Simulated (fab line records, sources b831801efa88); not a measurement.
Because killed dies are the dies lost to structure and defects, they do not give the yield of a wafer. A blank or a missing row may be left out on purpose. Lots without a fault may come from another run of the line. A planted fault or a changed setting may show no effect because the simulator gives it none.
The tool behind it: which one? / flow gf180mcu / 13 lots with 39 wafers sampled at 3 steps, on a route of 602 steps

## WHAT THE GAUGES SHOWED, per wafer
GF_CONTACT_CD_MEAS_14 targets a cd of 220 nm.
lot=L360; measured=day 16 04:52; on=cd sem-02; cd nm (nm)=222.6 222.1 222.1
lot=L361; measured=day 16 08:25; on=cd sem-01; cd nm (nm)=222.9 223.1 222.2
lot=L362; measured=day 16 16:58; on=cd sem-02; cd nm (nm)=219.6 219.7 219.7
lot=L369; measured=day 20 00:22; on=cd sem-02; cd nm (nm)=283.8 283.3 284.8
lot=L370; measured=day 20 08:23; on=cd sem-02; cd nm (nm)=287.1 287.4 285.5
lot=L372; measured=day 20 21:16; on=cd sem-01; cd nm (nm)=222.6 223.1 223.0
lot=L377; measured=day 22 10:32; on=cd sem-02; cd nm (nm)=218.5 219.3 217.8
lot=L378; measured=day 22 15:55; on=cd sem-02; cd nm (nm)=216.7 218.9 216.6
lot=L379; measured=day 22 22:04; on=cd sem-01; cd nm (nm)=220.7 220.3 220.1
lot=L380; measured=day 23 04:34; on=cd sem-01; cd nm (nm)=218.3 218.6 219.1
lot=L381; measured=day 23 13:25; on=cd sem-02; cd nm (nm)=218.5 216.7 217.2
lot=L382; measured=day 23 20:14; on=cd sem-02; cd nm (nm)=218.1 218.0 217.4
lot=L383; measured=day 24 07:32; on=cd sem-01; cd nm (nm)=219.4 217.9 218.2

## WHICH TOOL RAN EACH LOT (tool, then ch and the chambers of the sampled wafers, then the start)
lot=L360; GF_SAB_STRIP_13=plasma asher-01 ch 0,1, day 15 05:43; GF_CONTACT_SOFTBAKE_10=litho track-03 ch 0, day 15 17:00
lot=L361; GF_SAB_STRIP_13=plasma asher-03 ch 0,1, day 15 08:31; GF_CONTACT_SOFTBAKE_10=litho track-01 ch 0, day 15 21:00
lot=L362; GF_SAB_STRIP_13=plasma asher-03 ch 0,1, day 15 17:26; GF_CONTACT_SOFTBAKE_10=litho track-01 ch 0, day 16 05:00
lot=L369; GF_SAB_STRIP_13=plasma asher-04 ch 0,1, day 18 23:20; GF_CONTACT_SOFTBAKE_10=litho track-03 ch 0, day 19 12:00
lot=L370; GF_SAB_STRIP_13=plasma asher-01 ch 0,1, day 19 06:28; GF_CONTACT_SOFTBAKE_10=litho track-03 ch 0, day 19 19:00
lot=L372; GF_SAB_STRIP_13=plasma asher-03 ch 0,1, day 19 18:55; GF_CONTACT_SOFTBAKE_10=litho track-01 ch 0, day 20 08:00
lot=L377; GF_SAB_STRIP_13=plasma asher-03 ch 0,1, day 21 10:01; GF_CONTACT_SOFTBAKE_10=litho track-01 ch 0, day 21 22:00
lot=L378; GF_SAB_STRIP_13=plasma asher-01 ch 0,1, day 21 15:11; GF_CONTACT_SOFTBAKE_10=litho track-03 ch 0, day 22 04:00
lot=L379; GF_SAB_STRIP_13=plasma asher-04 ch 0,1, day 21 22:18; GF_CONTACT_SOFTBAKE_10=litho track-03 ch 0, day 22 11:00
lot=L380; GF_SAB_STRIP_13=plasma asher-01 ch 0,1, day 22 04:11; GF_CONTACT_SOFTBAKE_10=litho track-02 ch 0, day 22 16:00
lot=L381; GF_SAB_STRIP_13=plasma asher-01 ch 0,1, day 22 13:35; GF_CONTACT_SOFTBAKE_10=litho track-01 ch 0, day 23 01:00
lot=L382; GF_SAB_STRIP_13=plasma asher-01 ch 0,1, day 22 20:08; GF_CONTACT_SOFTBAKE_10=litho track-01 ch 0, day 23 08:00
lot=L383; GF_SAB_STRIP_13=plasma asher-01 ch 0,1, day 23 07:41; GF_CONTACT_SOFTBAKE_10=litho track-03 ch 0, day 23 20:00
- GF_SAB_STRIP_13: strips in O2/N2.
- GF_CONTACT_SOFTBAKE_10: time 60 s.

## WHAT THE TOOLS THEMSELVES READ (means of the sampled wafers that have a number; where no wafer has one, the mark that the record gives instead)
GF_SAB_STRIP_13.
lot=L360; tool=plasma asher-01; drypump motor current A (A)=5.3; heater power w (W)=325; oes product au (a.u.)=0.716; strip time to endpoint s (s)=12.59
lot=L361; tool=plasma asher-03; drypump motor current A (A)=5.3; heater power w (W)=340; oes product au (a.u.)=0.710; strip time to endpoint s (s)=12.58
lot=L362; tool=plasma asher-03; drypump motor current A (A)=5.0; heater power w (W)=343; oes product au (a.u.)=0.703; strip time to endpoint s (s)=12.68
lot=L369; tool=plasma asher-04; drypump motor current A (A)=6.0; heater power w (W)=303; oes product au (a.u.)=0.708; strip time to endpoint s (s)=12.61
lot=L370; tool=plasma asher-01; drypump motor current A (A)=5.3; heater power w (W)=320; oes product au (a.u.)=0.710; strip time to endpoint s (s)=12.61
lot=L372; tool=plasma asher-03; drypump motor current A (A)=5.0; heater power w (W)=338; oes product au (a.u.)=0.707; strip time to endpoint s (s)=12.62
lot=L377; tool=plasma asher-03; drypump motor current A (A)=5.3; heater power w (W)=342; oes product au (a.u.)=0.707; strip time to endpoint s (s)=12.69
lot=L378; tool=plasma asher-01; drypump motor current A (A)=5.2; heater power w (W)=347; oes product au (a.u.)=0.709; strip time to endpoint s (s)=12.57
lot=L379; tool=plasma asher-04; drypump motor current A (A)=6.1; heater power w (W)=304; oes product au (a.u.)=0.709; strip time to endpoint s (s)=12.63
lot=L380; tool=plasma asher-01; drypump motor current A (A)=5.3; heater power w (W)=327; oes product au (a.u.)=0.707; strip time to endpoint s (s)=12.60
lot=L381; tool=plasma asher-01; drypump motor current A (A)=5.2; heater power w (W)=324; oes product au (a.u.)=0.707; strip time to endpoint s (s)=12.56
lot=L382; tool=plasma asher-01; drypump motor current A (A)=5.3; heater power w (W)=327; oes product au (a.u.)=0.706; strip time to endpoint s (s)=12.61
lot=L383; tool=plasma asher-01; drypump motor current A (A)=5.2; heater power w (W)=344; oes product au (a.u.)=0.712; strip time to endpoint s (s)=12.65

GF_CONTACT_SOFTBAKE_10.
lot=L360; tool=litho track-03; heater power total W (W)=92.96; plate temp C (C)=130.19
lot=L361; tool=litho track-01; heater power total W (W)=93.05; plate temp C (C)=129.88
lot=L362; tool=litho track-01; heater power total W (W)=93.00; plate temp C (C)=129.85
lot=L369; tool=litho track-03; heater power total W (W)=108.01; plate temp C (C)=145.74
lot=L370; tool=litho track-03; heater power total W (W)=107.94; plate temp C (C)=145.71
lot=L372; tool=litho track-01; heater power total W (W)=93.00; plate temp C (C)=129.99
lot=L377; tool=litho track-01; heater power total W (W)=93.05; plate temp C (C)=129.98
lot=L378; tool=litho track-03; heater power total W (W)=93.10; plate temp C (C)=129.96
lot=L379; tool=litho track-03; heater power total W (W)=93.00; plate temp C (C)=129.98
lot=L380; tool=litho track-02; heater power total W (W)=93.06; plate temp C (C)=130.06
lot=L381; tool=litho track-01; heater power total W (W)=93.04; plate temp C (C)=130.07
lot=L382; tool=litho track-01; heater power total W (W)=93.11; plate temp C (C)=130.03
lot=L383; tool=litho track-03; heater power total W (W)=93.06; plate temp C (C)=130.05

## THE ANSWER, worked out from the rows above alone
Rule: the usual values come from the lots themselves. The widest of any qualifying gaps counts: lots, ordered by their means at a reading, are off when they make up no more than a third of the lots, leave a main group of 4 or more, and stand apart from it by 3 or more times the standard deviation of that group's means. A main group is skipped when, at the precision printed for the reading in the tables above, its means are all equal. A lot without any number at a reading at which 4 lots or more have one is off too. Where the step has rows for the other lots, those lots are counted as sound. Order of review: gauges by route order, followed by the tools' own readings, for which a lot's mean as printed above is used. The first step at which some lot is off is used, and at that step the reading that is off furthest; a lot without a number counts as furthest.
Off: L369, L370 (GF_CONTACT_CD_MEAS_14, cd nm). For the main group the mean is 219.7 nm and the standard deviation 2.
If a tool, at a process step before that reading, ran all the lots that are off and no sound lot after the first of them, it fits. Not tried: the gauges at GF_CONTACT_CD_MEAS_14; whatever is off there is also off at GF_CONTACT_SOFTBAKE_10, on other tools, and gauge error can't account for it. None of those tried fits.

## WHAT WAS PUT IN BY THE SIMULATOR
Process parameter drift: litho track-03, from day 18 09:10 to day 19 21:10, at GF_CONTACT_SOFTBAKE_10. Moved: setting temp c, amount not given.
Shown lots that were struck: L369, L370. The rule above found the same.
